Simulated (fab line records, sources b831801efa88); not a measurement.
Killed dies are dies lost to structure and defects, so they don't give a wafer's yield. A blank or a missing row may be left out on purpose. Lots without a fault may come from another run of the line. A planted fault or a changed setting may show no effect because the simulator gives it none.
Chamber matching | flow gf180mcu | GF_V4_CMP_26 on cmp-01: 4 sister chambers
The step polishes, stops on SiO2, t overpolish 15 s, target thk 0 nm. 14 wafers are shown with their chamber, then 7 later ones without.

WAFERS WITH THEIR CHAMBER
wafer  | chamber | motor_current_A (A) | head_pressure_psi (psi)
L505.2 | 1       | 12.2                | 3.498
L505.4 | 0       | 11.8                | 3.509
L505.6 | 0       | 12.3                | 3.510
L509.1 | 0       | 11.8                | 3.503
L509.2 | 1       | 11.7                | 3.501
L509.3 | 3       | 11.6                | 3.506
L520.1 | 3       | 11.2                | 3.486
L520.2 | 2       | 12.2                | 3.508
L520.3 | 1       | 12.2                | 3.510
L522.2 | 3       | 11.1                | 3.512
L522.3 | 0       | 12.0                | 3.498
L522.6 | 1       | 12.1                | 3.495
L524.1 | 1       | 12.5                | 3.502
L524.4 | 3       | 11.2                | 3.497

SIGNATURES (means of the wafers above)
reading           | chamber 0 | chamber 1 | chamber 2 | chamber 3 | scatter within a chamber
motor_current_A   | 11.975    | 12.140    | 12.200    | 11.275    | 0.254
head_pressure_psi | 3.50500   | 3.50120   | 3.50800   | 3.50025   | 0.00778
Rule: a wafer's distance from a chamber is the root of the sum, over the readings, of the square of ((its reading less the chamber's mean) divided by the reading's scatter). The wafer belongs to the nearest chamber; if the next one is less than 2 further off, it can't be placed. The scatter: the root of (the sum of the squares of (reading less its chamber's mean) over the shown wafers, divided by (wafers less chambers)).

WAFERS WITHOUT THEIR CHAMBER
wafer  | motor_current_A (A) | head_pressure_psi (psi)
L524.5 | 12.2                | 3.506
L525.1 | 11.7                | 3.493
L525.2 | 12.0                | 3.492
L525.6 | 11.5                | 3.505
L527.2 | 11.1                | 3.497
L527.3 | 12.5                | 3.504
L527.5 | 12.0                | 3.498

WHICH CHAMBER EACH WENT THROUGH
wafer  | from the rows above               | in truth
L524.5 | can't be placed: 2 or 1 or 0      | 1
L525.1 | can't be placed: 0 or 3 or 1 or 2 | 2
L525.2 | can't be placed: 1 or 0 or 2 or 3 | 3
L525.6 | can't be placed: 3 or 0 or 1 or 2 | 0
L527.2 | 3                                 | 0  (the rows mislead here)
L527.3 | can't be placed: 2 or 1 or 0      | 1
L527.5 | can't be placed: 1 or 0 or 2      | 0
Placed correctly: 0 of 7. Can't be placed from these rows: 6 (the true chamber is among the candidates in 6). Placed wrongly: 1.
